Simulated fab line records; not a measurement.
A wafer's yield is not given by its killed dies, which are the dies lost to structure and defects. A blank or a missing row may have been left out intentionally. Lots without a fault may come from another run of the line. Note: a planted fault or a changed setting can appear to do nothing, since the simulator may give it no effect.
Which of the tools did it? | flow sky130 | 42 wafers sampled from 14 lots at 1 step of a route of 708

WHAT THE GAUGES READ, wafer by wafer
SKY_VT_ADJUST_PCH_TW_MEAS_10.
lot  | measured     | on            | VT_ADJUST_PCH_TW
L551 | day 10 05:53 | film metro-03 | 143.2 143.3 143.3
L552 | day 10 13:11 | film metro-03 | 143.0 143.6 144.6
L553 | day 11 01:13 | film metro-01 | 144.2 144.6 144.0
L554 | day 11 08:11 | film metro-04 | 142.5 142.9 143.3
L555 | day 11 10:45 | film metro-03 | 143.3 143.6 143.3
L556 | day 11 16:15 | film metro-03 | 144.3 142.7 143.2
L558 | day 13 01:24 | film metro-01 | 144.1 143.4 142.8
L559 | day 13 18:22 | film metro-01 | 142.9 142.6 143.6
L564 | day 15 09:56 | film metro-01 | 144.0 143.6 142.9
L567 | day 16 00:17 | film metro-04 | 142.6 143.4 142.3
L569 | day 16 08:46 | film metro-01 | 142.2 142.3 142.2
L571 | day 17 02:49 | film metro-03 | 144.0 143.8 144.2
L572 | day 17 03:22 | film metro-01 | 143.5 143.3 142.8
L574 | day 17 14:19 | film metro-03 | 145.2 144.9 143.9

WHAT TOOL EACH LOT RAN ON (gives the tool, then ch and the chambers of the sampled wafers, and finally the start)
Before these readings, the record contains no process step.

AS READ BY THE TOOLS THEMSELVES (means over the sampled wafers that have a number; for cases with no such wafer, the mark the record gives instead)
The record holds no such reading with a usual standard deviation.

THE ANSWER, worked out from the rows above alone
Rule: what is usual is taken from the lots themselves. The widest of any qualifying gaps counts: lots, ordered by their means at a reading, are off when they make up no more than a third of the lots, leave a main group of 4 or more, and stand apart from it by 3 or more times the standard deviation of that group's means. The tables above print the reading to a certain number of digits; a main group whose means all agree to those digits is not used. A lot without any number at a reading at which 4 lots or more have one is off too. Any other lot the step has rows for is counted as sound. First the gauges in route order, then the tools' own readings, where a lot's mean is used as printed above. At the first step where some lot is off, the reading lying furthest off is the one used; lots without a number count as furthest.
Across all readings shown, no lot is off: no conclusion can be drawn from this.

WHAT HAD BEEN PUT IN BY THE SIMULATOR
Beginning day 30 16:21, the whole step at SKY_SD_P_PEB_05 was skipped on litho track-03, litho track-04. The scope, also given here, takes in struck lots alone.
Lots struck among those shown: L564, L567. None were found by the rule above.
